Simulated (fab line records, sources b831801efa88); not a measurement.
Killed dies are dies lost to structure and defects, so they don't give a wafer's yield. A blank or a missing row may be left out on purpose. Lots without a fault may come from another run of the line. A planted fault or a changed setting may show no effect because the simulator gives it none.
Chamber matching | flow gf180mcu | GF_V3_CVD_02 on pecvd-03: 3 sister chambers
The step deposits SiO2 from TEOS, target thk 850 nm, time 94.851 s. 6 wafers are shown with their chamber, then 11 later ones without.

WAFERS WITH THEIR CHAMBER
wafer  | chamber | heater_power_w (W)
L088.1 | 1       | 602
L088.4 | 0       | 754
L089.2 | 2       | 789
L089.3 | 1       | 678
L089.4 | 0       | 614
L091.1 | 2       | 777

WAFERS WITHOUT THEIR CHAMBER
wafer  | heater_power_w (W)
L091.4 | 632
L091.6 | 758
L094.1 | 709
L094.3 | 676
L094.4 | 755
L095.3 | 645
L095.4 | 675
L095.5 | 646
L097.1 | 741
L097.5 | 655
L097.6 | 676

WHICH CHAMBER EACH WENT THROUGH
wafer  | from the rows above          | in truth
L091.4 | can't be placed: 1 or 0      | 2
L091.6 | can't be placed: 2 or 0 or 1 | 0
L094.1 | can't be placed: 0 or 1 or 2 | 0
L094.3 | can't be placed: 0 or 1 or 2 | 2
L094.4 | can't be placed: 2 or 0 or 1 | 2
L095.3 | can't be placed: 1 or 0      | 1
L095.4 | can't be placed: 0 or 1 or 2 | 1
L095.5 | can't be placed: 1 or 0      | 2
L097.1 | can't be placed: 2 or 0 or 1 | 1
L097.5 | can't be placed: 1 or 0 or 2 | 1
L097.6 | can't be placed: 0 or 1 or 2 | 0
Placed correctly: 0 of 11. Can't be placed from these rows: 11 (the true chamber is among the candidates in 9). Placed wrongly: 0.
How it was worked out, from the rows above alone: a wafer's distance from a chamber is the root of the sum, over the readings, of the square of ((its reading less the chamber's mean) divided by the reading's scatter). The wafer belongs to the nearest chamber; if the next one is less than 2 further off, it can't be placed. A chamber's mean is the mean of its shown wafers. The scatter: the root of (the sum of the squares of (reading less its chamber's mean) over the shown wafers, divided by (wafers less chambers)).
